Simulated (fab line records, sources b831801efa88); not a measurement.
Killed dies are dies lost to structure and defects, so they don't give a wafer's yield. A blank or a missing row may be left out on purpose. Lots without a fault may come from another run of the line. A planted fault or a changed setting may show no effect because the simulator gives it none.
fab line records | flow sky130
record lots=12 wafers=36 last_day=50
route steps=708 shown FIELD_ISO@24 NWELL@60 PAD_OPEN@708
lots that met no fault: from a run of the same line without faults
start_h: hours from the record's first day to the start of the lot's first wafer shown | wait_h: hours since the lot's step before | " the same as in the row above | L1.1+2: a row that stands for several wafers | - no value, or no start given | * or withheld: withheld | < > ~ a bound
route shown NAME@n: a module of which the file shows steps, and the number in the route of the first | usual: mean/standard deviation of fault-free wafers | same: alike in all rows | chamber/n: place in a boat | sites: the reading at each site | _std_site: their standard deviation | _edge_site: outer sites' mean less inner sites' | radius_mm: how far each site lies from the wafer's centre | mask NAME#n: copy n | behind: the tool/chamber that last shaped the wafer | hold: why the lot was held/for how many hours/how that ended | device: the transistor (n, p or np) that didn't switch | end of line: the same wafers' tests at the end of the route | a step without rows: its recipe alone | killed: dies lost to structure and defects at the first sort, not the wafer's yield | map: a wafer's dies, x killed, . not, _ none there
set.NAME: the setting as run; set.NAME@STEP: as run at that earlier step | model.NAME: the simulator's own value behind a step, which no gauge read
steps of the route over a sample of lots; a table a step, a row a wafer
services: from which hour (start_h, from the record's first day; less than 0 if before it) a tool's chamber was out of use, for how many hours, and why
## steps
# step SKY_FIELD_ISO_THK_MEAS_23
# recipe reads=SiO2_of_FIELD_ISO_OXIDATION_22
# usual FIELD_ISO_OXIDATION_01_THK=10.02/0.21
# columns lot.wafer tool chamber start_h wait_h FIELD_ISO_OXIDATION_01_THK[nm]
L309.1 film_metro-02 - 38.67 0.0 10.05
L309.3 " - " " 9.87
L309.5 " - " " 9.85
L311.2 film_metro-02 - 54.45 0.0 9.63
L311.4 " - " " 9.77
L311.5 " - " " 9.79
L313.2 film_metro-03 - 54.45 0.0 9.73
L313.3 " - " " 9.82
L313.4 " - " " 9.94
L314.2 film_metro-04 - 62.39 0.0 9.89
L314.3 " - " " 10.13
L314.5 " - " " 9.91
L316.1 film_metro-04 - 71.90 0.0 9.83
L316.3 " - " " 10.04
L316.4 " - " " 9.84
L315.3 film_metro-03 - 71.92 0.0 9.95
L315.5 " - " " 9.86
L315.6 " - " " 9.91
L322.1 film_metro-02 - 99.49 0.0 10.31
L322.2 " - " " 10.27
L322.4 " - " " 10.31
L323.3 film_metro-02 - 102.98 0.0 10.29
L323.5 " - " " 10.12
L323.6 " - " " 10.19
L326.3 film_metro-02 - 120.96 0.0 9.70
L326.5 " - " " 9.70
L326.6 " - " " 9.62
L328.2 film_metro-02 - 133.09 0.0 10.00
L328.4 " - " " 9.92
L328.6 " - " " 10.07
L329.2 film_metro-02 - 137.04 0.0 10.29
L329.3 " - " " 10.33
L329.4 " - " " 10.35
L331.1 film_metro-04 - 150.95 0.0 9.95
L331.5 " - " " 10.08
L331.6 " - " " 10.14
# step SKY_FIELD_ISO_CMP_27
# recipe stop_on=Si3N4 t_overpolish_s=16 down_force_psi=4 platen_rpm=60 target_thk_nm=457.8 pad_velocity_m_s=0.94248
# usual motor_current_A=12.1/1 overpolish_run_s=16.000/0.0093 time_to_endpoint_s=111/3
# columns lot.wafer tool chamber start_h wait_h motor_current_A overpolish_run_s time_to_endpoint_s
L309.3 cmp-02 1 44.56 0.0 12.6 16.002 115
L309.1 " 3 " " 11.2 15.994 109
L309.5 " 1 " " 12.6 15.995 112
L311.4 cmp-01 0 59.99 0.1 11.1 16.003 112
L311.2 " 1 " " 13.8 16.008 111
L311.5 " 0 " " 10.6 15.995 112
L313.4 cmp-01 2 60.29 0.3 12.5 15.988 110
L313.3 " 3 " " 12.2 16.003 108
L313.2 " 0 " " 11.2 16.005 112
L314.2 cmp-01 3 69.71 0.0 12.3 15.989 111
L314.3 " 0 " " 10.9 15.999 114
L314.5 " 0 " " 11.3 16.007 111
L316.3 cmp-01 2 74.75 0.0 11.8 16.003 110
L316.4 " 3 " " 12.4 16.003 111
L316.1 " 0 " " 10.8 16.012 116
L315.3 cmp-01 2 75.15 0.4 11.9 15.993 107
L315.6 " 0 " " 10.9 16.000 108
L315.5 " 1 " " 14.5 16.012 115
L322.4 cmp-02 2 101.19 0.0 10.8 16.011 113
L322.2 " 0 " " 12.6 15.990 113
L322.1 " 1 " " 11.9 15.992 114
L323.3 cmp-02 1 107.16 0.1 12.8 15.980 111
L323.5 " 0 " " 12.3 16.013 110
L323.6 " 1 " " 12.4 15.997 113
L326.3 cmp-01 2 123.88 0.1 12.2 16.002 107
L326.5 " 1 " " 14.4 16.016 110
L326.6 " 2 " " 11.8 16.008 107
L328.4 cmp-01 1 134.87 0.1 14.5 16.006 110
L328.2 " 2 " " 11.4 15.983 107
L328.6 " 0 " " 11.7 16.000 113
L329.2 cmp-02 3 140.81 0.0 11.5 16.007 109
L329.4 " 0 " " 12.5 15.993 109
L329.3 " 2 " " 11.7 16.012 114
L331.1 cmp-02 1 154.00 0.1 12.2 15.988 118
L331.5 " 0 " " 12.1 15.993 110
L331.6 " 1 " " 12.7 15.998 110
# step SKY_NWELL_EXPOSE_07
# recipe mask_id=NWM na=0.6 source_shape=conventional sigma_outer=0.6 polarization=unpolarized target_cd_nm=840 dose_mj=255
# same na=0.6
# columns lot.wafer tool chamber start_h wait_h mask
L309.1+3+5 iline_stepper-01 0 92.83 - NWM#0
L311.2+4+5 iline_stepper-01 0 109.82 - NWM#0
L313.2+3+4 iline_stepper-01 0 111.75 - NWM#0
L314.2+3+5 iline_stepper-01 0 117.85 - NWM#0
L316.1+3+4 iline_stepper-01 0 122.48 - NWM#0
L315.3+5+6 iline_stepper-01 0 122.67 - NWM#0
L322.1+2+4 iline_stepper-02 0 150.65 - NWM#0
L323.3+5+6 iline_stepper-02 0 157.22 - NWM#0
L326.3+5+6 iline_stepper-02 0 174.77 - NWM#0
L328.2+4+6 iline_stepper-02 0 187.50 - NWM#0
L329.2+3+4 iline_stepper-02 0 197.94 - NWM#0
L331.1+5+6 iline_stepper-02 0 209.58 - NWM#0
# step SKY_NWELL_OVL_MEAS_10
# usual NWELL_00_OVL=0.8/1.2
# columns lot.wafer tool chamber start_h wait_h NWELL_00_OVL[nm]
L309.1 overlay-02 - 101.37 - 0.2
L309.3 " - " " -2.3
L309.5 " - " " -0.8
L311.2 overlay-01 - 118.19 - 0.8
L311.4 " - " " 0.8
L311.5 " - " " 1.5
L313.2 overlay-02 - 119.99 - 171.4
L313.3 " - " " 171.4
L313.4 " - " " 170.1
L314.2 overlay-02 - 126.88 - 169.3
L314.3 " - " " 168.5
L314.5 " - " " 169.6
L316.1 overlay-01 - 131.68 - 171.3
L316.3 " - " " 170.5
L316.4 " - " " 172.0
L315.3 overlay-02 - 132.04 - 169.4
L315.5 " - " " 169.9
L315.6 " - " " 170.0
L322.1 overlay-01 - 159.77 - 2.2
L322.2 " - " " 0.5
L322.4 " - " " 0.8
L323.3 overlay-02 - 167.48 - -0.6
L323.5 " - " " 0.1
L323.6 " - " " -0.1
L326.3 overlay-02 - 184.25 - 1.8
L326.5 " - " " 0.2
L326.6 " - " " 1.5
L328.2 overlay-01 - 197.28 - 0.8
L328.4 " - " " -0.5
L328.6 " - " " 0.7
L329.2 overlay-01 - 208.94 - 2.8
L329.3 " - " " 3.9
L329.4 " - " " 2.6
L331.1 overlay-01 - 220.28 - 2.0
L331.5 " - " " 0.3
L331.6 " - " " 0.3
# step SKY_NWELL_STRIP_25
# recipe chemistry=O2/N2 power_w=1400 pressure_mtorr=1500 platen_temp_c=withheld o2_flow_sccm=3000 n2_flow_sccm=300 overash_fraction=0.5
# usual drypump_motor_current_A=5.54/0.28 oes_product_au=0.722/0.0047 strip_time_to_endpoint_s=36.93/0.12
# columns lot.wafer tool chamber start_h wait_h drypump_motor_current_A oes_product_au rf_hours_counter_h strip_time_to_endpoint_s
L309.1 plasma_asher-02 1 119.16 0.1 5.90 0.727 0 36.79
L309.3 " 1 " " 5.83 0.721 - 36.83
L309.5 " 1 " " 5.85 0.725 - 36.93
L311.2 plasma_asher-01 1 137.32 0.1 5.11 0.720 33 36.76
L311.4 " 1 " " 5.09 0.728 - 36.71
L311.5 " 0 " " 5.73 0.724 - 36.73
L313.2 plasma_asher-01 1 139.51 0.1 5.10 0.726 33 36.95
L313.3 " 0 " " 5.69 0.721 - 37.01
L313.4 " 1 " " 5.10 0.723 - 37.09
L314.2 plasma_asher-01 0 146.16 0.1 5.72 0.723 34 36.87
L314.3 " 1 " " 5.11 0.716 - 36.94
L314.5 " 0 " " 5.71 0.720 - 36.86
L316.1 plasma_asher-01 0 151.71 0.1 5.71 0.723 35 36.75
L316.3 " 0 " " 5.71 0.723 - 36.91
L316.4 " 1 " " 5.08 0.724 - 36.76
L315.3 plasma_asher-03 0 152.20 0.1 5.60 0.729 - 37.03
L315.5 " 0 " " 5.63 0.723 - 36.93
L315.6 " 1 " " 5.74 0.732 - 36.90
L322.1 plasma_asher-01 0 180.87 0.1 5.69 0.725 38 37.02
L322.2 " 1 " " 5.11 0.715 38 36.95
L322.4 " 0 " " 5.72 0.722 - 37.05
L323.3 plasma_asher-01 0 189.19 0.1 5.71 0.717 - 36.97
L323.5 " 1 " " 5.11 0.723 - 37.02
L323.6 " 0 " " 5.70 0.722 - 36.97
L326.3 plasma_asher-03 0 206.25 0.1 5.64 0.725 - 37.02
L326.5 " 1 " " 5.75 0.717 - 37.01
L326.6 " 0 " " 5.64 0.722 - 37.08
L328.2 plasma_asher-01 0 219.91 0.1 5.74 0.721 43 36.86
L328.4 " 1 " " 5.11 0.729 - 36.81
L328.6 " 1 " " 5.12 0.716 - 36.90
L329.2 plasma_asher-01 1 231.42 0.1 5.10 0.728 44 37.01
L329.3 " 1 " " 5.12 0.724 - 37.08
L329.4 " 0 " " 5.74 0.721 - 37.12
L331.1 plasma_asher-02 1 243.67 0.1 5.92 0.721 8 36.77
L331.5 " 1 " " 5.89 0.726 - 36.78
L331.6 " 0 " " 5.58 0.710 - 36.72
# step SKY_PAD_OPEN_PROBE_99
# usual killed_at_M0_to_M3=44/7.3 killed_at_M4_up=3.4/1.7 killed_at_contacts=24/5.3 killed_at_front_end=15/4.1 killed_at_other=0.4/0.68 killed_dies=87/9.5 killed_open=48/7.1 killed_short=39/5.8
# same gross_dies=492 killed_at_back_side=0
# columns lot.wafer tool chamber start_h wait_h killed_at_M0_to_M3 killed_at_M4_up killed_at_contacts killed_at_front_end killed_at_other killed_dies killed_open killed_short
L326.3 prober-02 - 1175.94 0.2 37 5 23 20 0 85 42 42
L326.5 prober-02 - 1176.04 0.2 47 6 28 10 2 93 47 46
L326.6 prober-02 - 1176.09 0.2 43 3 18 13 1 78 44 34
# killed by level:class
L326.3 VIA1:geometric_particle:open=11 LI_CONTACT:geometric_particle:open=8 VIA2:geometric_particle:open=6 CONTACT:geometric_particle:open=5 METAL2:geometric_particle:short=5 FIELD_ISO:geometric_particle:short=4 POLY_GATE:geometric_particle:open=4 POLY_GATE:geometric_particle:short=4
L326.5 CONTACT:geometric_particle:open=10 VIA1:geometric_particle:open=9 METAL2:geometric_particle:short=9 LI_CONTACT:geometric_particle:open=8 VIA1:geometric_particle:short=8 FIELD_ISO:geometric_particle:open=6 CONTACT:geometric_particle:short=6 METAL4:geometric_particle:short=6
L326.6 VIA1:geometric_particle:open=9 METAL1:geometric_particle:short=6 VIA2:geometric_particle:open=6 VIA3:geometric_particle:open=6 LI_CONTACT:geometric_particle:open=5 CONTACT:geometric_particle:short=5 METAL2:geometric_particle:short=5 POLY_GATE:geometric_particle:short=4
## services
# columns tool chamber start_h hours kind
iline_stepper-01 - 32.56 1.7 pm
cmp-01 - 38.76 0.4 repair
iline_stepper-02 0 54.68 - calibration
iline_stepper-02 - 63.48 1.7 pm
cmp-02 - 64.17 4.0 pm
cmp-02 - 68.17 - consumable_replace:conditioner
cmp-02 - 83.63 4.6 pm
iline_stepper-01 - 87.67 2.1 pm
iline_stepper-01 - 89.75 - consumable_replace:lamp
iline_stepper-02 - 106.17 23.0 repair
plasma_asher-02 - 108.75 9.0 pm
cmp-01 - 123.23 0.4 repair
iline_stepper-01 0 128.46 - calibration
plasma_asher-02 - 133.83 28.1 pm
iline_stepper-02 - 141.81 0.5 repair
cmp-01 - 141.86 9.8 pm
iline_stepper-01 - 167.76 28.9 pm
plasma_asher-02 - 184.72 14.6 pm
iline_stepper-01 - 197.48 12.7 repair
iline_stepper-01 - 210.41 4.4 pm
cmp-01 - 232.00 4.0 pm
cmp-01 - 236.00 - consumable_replace:conditioner
cmp-01 - 236.00 - consumable_replace:pad
cmp-01 - 236.03 0.2 repair
## key
first_sign step=SKY_NWELL_OVL_MEAS_10 reading=NWELL_00_OVL direction=up sigmas=99+ usual=0.8 struck=170.3
effect none on later readings
met_at SKY_NWELL_EXPOSE_07
struck_lots L313,L314,L315,L316
tester_left_out L313,L314,L315,L316
not_acting_at SKY_FIELD_ISO_THK_MEAS_23,SKY_FIELD_ISO_CMP_27,SKY_NWELL_STRIP_25
onset_between 109.82 111.75
fault kind=scanner_matching_overlay tool=iline_stepper-01 chamber=- onset_h=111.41 steps=SKY_NWELL_EXPOSE_07 offset=169.68
# tester_left_out: of these lots the tester's yield and bins aren't shown, on N5 and GAA mostly nor the transistor test; their killed dies are dies lost to structure and defects alone, not to doping, threshold or leakage, so they don't give the yield
